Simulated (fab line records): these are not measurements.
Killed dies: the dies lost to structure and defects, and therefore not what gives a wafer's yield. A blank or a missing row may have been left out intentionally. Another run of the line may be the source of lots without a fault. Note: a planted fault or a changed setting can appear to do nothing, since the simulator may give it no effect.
Which tool is to blame? | flow sky130 | 12 lots, 36 wafers sampled, at 5 steps of a route of 708

## WHAT EACH GAUGE READ, for each wafer
SKY_SONOS_ONO_THK_MEAS_05.
lot  | measured     | on           | SONOS_ONO_CVD_04_THK (nm)
L335 | day 11 15:20 | filmMetro-01 | 5.89 5.83 5.98
L337 | day 12 04:16 | filmMetro-02 | 5.71 5.63 5.68
L338 | day 12 13:18 | filmMetro-04 | 5.78 5.79 5.74
L339 | day 13 01:37 | filmMetro-01 | 5.64 5.61 5.63
L341 | day 14 04:28 | filmMetro-01 | 5.55 5.65 5.54
L343 | day 14 10:44 | filmMetro-04 | 5.52 5.58 5.55
L344 | day 14 17:40 | filmMetro-04 | 5.63 5.80 5.62
L346 | day 15 19:30 | filmMetro-02 | 5.71 5.51 5.47
L347 | day 16 10:33 | filmMetro-01 | 5.54 5.59 5.63
L350 | day 17 03:23 | filmMetro-04 | 5.72 5.65 5.72
L351 | day 17 07:38 | filmMetro-01 | 5.76 5.76 5.84
L357 | day 18 20:10 | filmMetro-01 | 5.56 5.58 5.60

SKY_LDD_HVN_OVL_MEAS_07.
lot  | measured     | on         | LDD_HVN_OVL (nm)
L335 | day 20 10:58 | overlay-01 | 0.4 -0.3 0.9
L337 | day 21 08:58 | overlay-01 | -0.4 -0.9 -0.2
L338 | day 21 09:00 | overlay-02 | 1.0 0.0 0.9
L339 | day 22 04:55 | overlay-02 | -0.8 -0.9 -0.6
L341 | day 23 08:37 | overlay-01 | -0.6 -0.5 -0.3
L343 | day 23 17:01 | overlay-02 | -0.6 0.3 0.6
L344 | day 24 00:07 | overlay-02 | -1.8 -0.5 -0.1
L346 | day 24 22:40 | overlay-01 | 0.6 2.2 1.2
L347 | day 25 17:52 | overlay-01 | 0.9 1.5 0.0
L350 | day 26 13:33 | overlay-02 | -2.0 -1.0 0.1
L351 | day 26 12:52 | overlay-01 | -1.1 0.2 -0.4
L357 | day 28 00:14 | overlay-02 | -0.1 -0.7 0.1

SKY_LDD_HVN_TW_MEAS_10.
lot  | measured     | on           | LDD_HVN_TW
L335 | day 20 11:14 | filmMetro-03 | 1437 1425 1428
L337 | day 21 09:14 | filmMetro-03 | 1448 1445 1443
L338 | day 21 09:17 | filmMetro-02 | 1452 1450 1455
L339 | day 22 05:13 | filmMetro-03 | 1441 1437 1439
L341 | day 23 08:55 | filmMetro-03 | 1437 1443 1437
L343 | day 23 17:19 | filmMetro-02 | 1450 1457 1446
L344 | day 24 00:23 | filmMetro-01 | 1471 1478 1480
L346 | day 24 22:58 | filmMetro-01 | 1475 1475 1473
L347 | day 25 18:09 | filmMetro-02 | 1449 1451 1449
L350 | day 26 13:50 | filmMetro-02 | 3147 3140 3132
L351 | day 26 13:09 | filmMetro-01 | 3163 3157 3178
L357 | day 28 00:32 | filmMetro-03 | 1435 1441 1435

## WHICH TOOL RAN EACH LOT (tool, then ch and the chambers of the sampled wafers, then the start)
lot  | SKY_POLY_GATE_ETCH_15             | SKY_LDD_HVN_IMPLANT_08
L335 | rieDiel-04 ch 2,3, day 16 13:52   | implanter-04 ch 0, day 20 10:59
L337 | rieDiel-02 ch 0,2,3, day 17 09:43 | implanter-01 ch 0, day 21 08:59
L338 | rieDiel-01 ch 0,1,3, day 17 10:04 | implanter-02 ch 0, day 21 09:02
L339 | rieDiel-01 ch 0,1,3, day 18 05:46 | implanter-04 ch 0, day 22 04:58
L341 | rieDiel-01 ch 1,3, day 19 06:10   | implanter-02 ch 0, day 23 08:41
L343 | rieDiel-04 ch 0,1,2, day 19 12:10 | implanter-04 ch 0, day 23 17:04
L344 | rieDiel-01 ch 1,3, day 19 20:37   | implanter-01 ch 0, day 24 00:08
L346 | rieDiel-04 ch 0,3, day 21 00:31   | implanter-04 ch 0, day 24 22:43
L347 | rieDiel-02 ch 0,3, day 21 21:22   | implanter-01 ch 0, day 25 17:55
L350 | rieDiel-02 ch 1,2, day 22 17:40   | implanter-04 ch 0, day 26 13:35
L351 | rieDiel-04 ch 1,2,3, day 22 16:31 | implanter-04 ch 0, day 26 12:55
L357 | rieDiel-04 ch 1,2, day 24 06:19   | implanter-02 ch 0, day 28 00:19
- SKY_POLY_GATE_ETCH_15: etches BARC in N2/H2, stops on SiO2, time 118.5 s, target depth 110 nm.
- SKY_LDD_HVN_IMPLANT_08

## WHAT THE TOOLS THEMSELVES READ (means of the sampled wafers that have a number; where no wafer has one, the mark that the record gives instead)
SKY_POLY_GATE_ETCH_15.
lot  | tool       | drypumpMotorCurrentA (A) | oesProductAu (a.u.) | throttleValvePct (%)
L335 | rieDiel-04 | 6.22                     | 0.717               | 13.210
L337 | rieDiel-02 | 6.02                     | 0.716               | 13.206
L338 | rieDiel-01 | 6.11                     | 0.714               | 13.211
L339 | rieDiel-01 | 6.13                     | 0.717               | 13.213
L341 | rieDiel-01 | 6.20                     | 0.723               | 13.203
L343 | rieDiel-04 | 5.93                     | 0.718               | 13.219
L344 | rieDiel-01 | 6.06                     | 0.713               | 13.205
L346 | rieDiel-04 | 5.99                     | 0.717               | 13.208
L347 | rieDiel-02 | 6.00                     | 0.717               | 13.216
L350 | rieDiel-02 | 5.99                     | 0.716               | 13.209
L351 | rieDiel-04 | 6.17                     | 0.714               | 13.212
L357 | rieDiel-04 | 6.12                     | 0.717               | 13.196

SKY_LDD_HVN_IMPLANT_08.
lot  | tool         | beamEnergyKeV | beamOnS (s) | doseIonsCm2 | endStationPressureTorr (Torr) | faradayCurrentUA
L335 | implanter-04 | 60.002        | 9.99        | 3.001e+13   | 5.13e-06                      | 169
L337 | implanter-01 | 59.986        | 10.07       | 2.998e+13   | 5.36e-06                      | 168
L338 | implanter-02 | 60.001        | 10.01       | 3.003e+13   | 5.17e-06                      | 169
L339 | implanter-04 | 60.006        | 9.99        | 3.002e+13   | 5.09e-06                      | 170
L341 | implanter-02 | 59.995        | 9.91        | 2.997e+13   | 5.22e-06                      | 171
L343 | implanter-04 | 59.988        | 10.08       | 2.999e+13   | 5.16e-06                      | 168
L344 | implanter-01 | 59.998        | 10.11       | 2.998e+13   | 5.06e-06                      | 167
L346 | implanter-04 | 59.981        | 9.96        | 2.999e+13   | 5.01e-06                      | 169
L347 | implanter-01 | 59.995        | 10.02       | 3.000e+13   | 5.03e-06                      | 169
L350 | implanter-04 | 59.988        | 13.53       | 3.743e+14   | 5.90e-06                      | 1557
L351 | implanter-04 | 60.000        | 13.57       | 3.744e+14   | 6.37e-06                      | 1554
L357 | implanter-02 | 59.991        | 9.99        | 3.003e+13   | 5.01e-06                      | 169

## THE ANSWER, worked out from the rows above alone
Rule: usual is defined by the lots themselves. Put in order of their means at a reading, lots are off if they are a third of the lots or fewer, leave a main group of 4 or more, and stand apart from it by a gap of 3 or more times the standard deviation of the main group's means; of several such gaps the widest counts. Not used: any main group whose means are identical at the precision the tables above print for the reading. A lot without any number at a reading at which 4 lots or more have one is off too. All remaining lots with rows at the step are treated as sound. Order of review: gauges by route order, followed by the tools' own readings, for which a lot's mean as printed above is used. At the first step where some lot is off, the reading lying furthest off is the one used; lots without a number count as furthest.
Off: L350, L351, seen at SKY_LDD_HVN_TW_MEAS_10 (LDD_HVN_TW). The main group: mean 1449, standard deviation 15.
If a tool, at a process step before that reading, ran all the lots that are off and no sound lot after the first of them, it fits. Not tried: the gauges at SKY_LDD_HVN_TW_MEAS_10; whatever is off there is also off at SKY_LDD_HVN_IMPLANT_08, on other tools, and gauge error can't account for it. One fits: implanter-04 at SKY_LDD_HVN_IMPLANT_08. Its last sound lot is L346 (day 24 22:43), its first lot that is off L351 (day 26 12:55): a fault that began between those two fits.
The tool's own readings at SKY_LDD_HVN_IMPLANT_08 bear it out: on the lots that are off they differ by more than 5 times the standard deviation of the sound lots' means. beamOnS reads 13.55 s there against 10.01 s on the sound lots; doseIonsCm2 reads 3.744e+14 there against 3.000e+13 on the sound lots; endStationPressureTorr reads 6.13e-06 Torr there against 5.12e-06 Torr on the sound lots; faradayCurrentUA reads 1556 there against 169 on the sound lots.

## WHAT WAS PUT IN BY THE SIMULATOR
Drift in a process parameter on implanter-04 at SKY_LDD_HVN_IMPLANT_08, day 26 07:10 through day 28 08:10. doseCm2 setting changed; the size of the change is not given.
Struck lots among those shown: L350, L351. Same finding as the rule above.
